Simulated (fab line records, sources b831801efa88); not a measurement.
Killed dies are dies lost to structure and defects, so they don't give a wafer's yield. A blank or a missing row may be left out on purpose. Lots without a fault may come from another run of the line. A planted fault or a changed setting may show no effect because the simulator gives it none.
A struck lot beside a sound one | flow sky130 | 15 steps out of a route of 708
Sound: wafers L343.3, L343.4, L343.6. Struck: wafers L333.1, L333.3, L333.5. The cause comes at the end.
At each step with rows: each side's tool, then ch and its chambers, then its first start. Under that, the readings that differ: sound wafers | struck wafers | difference of the means | sigmas: that difference in standard deviations of wafers without a fault.
alike: readings whose means differ by less than 2 such deviations, and words and numbers that are the same on both sides. not compared: withheld readings, readings that some wafer has no value for, bounds like >300 that may hide the same value, and numbers for which the record gives no deviation and whose values overlap.
The two part at a step that has a row with sigmas, a row that says differs or no value, or rows on one side only. Numbers that don't overlap but have no deviation are shown without sigmas and don't part them. A reading that every wafer of one side lacks parts them only if that side has two wafers or more.

first, 3 steps without rows for these wafers: SKY_RES_PROTECT_PEB_05; SKY_RES_PROTECT_DEVELOP_06 (develop time 60 s); SKY_POLY_GATE_IMPLANT_02.
SKY_RES_PROTECT_STRIP_07: strips in O2/N2.
  sound on plasma_asher-03 ch 0,1, day 22 03:35; struck on plasma_asher-02 ch 1, day 18 01:22
  reading                     | sound       | struck      | difference | sigmas
  drypump_motor_current_A (A) | 5.5 5.1 5.1 | 6.7 6.7 6.7 | +1.5       | +3
  alike: n2_flow_sccm, oes_product_au, strip_time_to_endpoint_s
  not compared: rf_hours_counter_h
SKY_RES_PROTECT_TW_MEAS_08:
  sound on film_metro-04, day 22 03:40; struck on film_metro-04, day 18 01:28
  reading      | sound          | struck         | difference | sigmas
  POLY_GATE_TW | 3966 3957 3937 | 4050 4034 4048 | +91        | +3
then, 2 steps without rows for these wafers: SKY_RES_PROTECT_CLEAN_09 (cleans in SC1/SC2, time 150 s); SKY_POLY_GATE_CVD_03 (deposits Si3N4 from DCS/NH3, target thk 75 nm, time 1290 s).
SKY_POLY_GATE_THK_MEAS_04:
  sound on film_metro-01, day 22 05:17; struck on film_metro-03, day 18 05:06
  alike: POLY_GATE_CVD_03_THK
then, 4 steps without rows for these wafers: SKY_POLY_GATE_DEHYDRATE_05 (time 60 s); SKY_POLY_GATE_HMDS_06 (prime time 60 s); SKY_POLY_GATE_COAT_07 (resist thk 110 nm); SKY_POLY_GATE_COAT_08 (resist thk 450 nm).
SKY_POLY_GATE_SOFTBAKE_09: time 90 s.
  sound on litho_track-02 ch 0, day 22 20:00; struck on litho_track-04 ch 0, day 18 20:00
  reading          | sound                | struck               | difference | sigmas
  run_length_s (s) | 119.03 118.94 119.02 | 135.12 135.01 135.15 | +16.10     | +77
then, 1 step without rows for these wafers: SKY_POLY_GATE_EXPOSE_10 (exposes mask P1M, target cd 150 nm).
-- the record jumps here: 29 days lie between the struck wafers' starts before and after (it left off in module POLY_GATE and takes up again in module PAD_OPEN, whose first step shown is number 708 of the route) --
SKY_PAD_OPEN_PROBE_99:
  sound on prober-01, day 50 04:17; struck on prober-01, day 48 05:49
  alike: killed_at_M0_to_M3, killed_at_M4_up, killed_at_contacts, killed_at_front_end, killed_at_other, killed_dies, killed_open, killed_short

WHERE THEY PART
First at SKY_RES_PROTECT_STRIP_07; last, within this record, at SKY_POLY_GATE_SOFTBAKE_09. Later steps at which nothing parts them and some readings are alike: SKY_PAD_OPEN_PROBE_99.

WHY: what the simulator had put in
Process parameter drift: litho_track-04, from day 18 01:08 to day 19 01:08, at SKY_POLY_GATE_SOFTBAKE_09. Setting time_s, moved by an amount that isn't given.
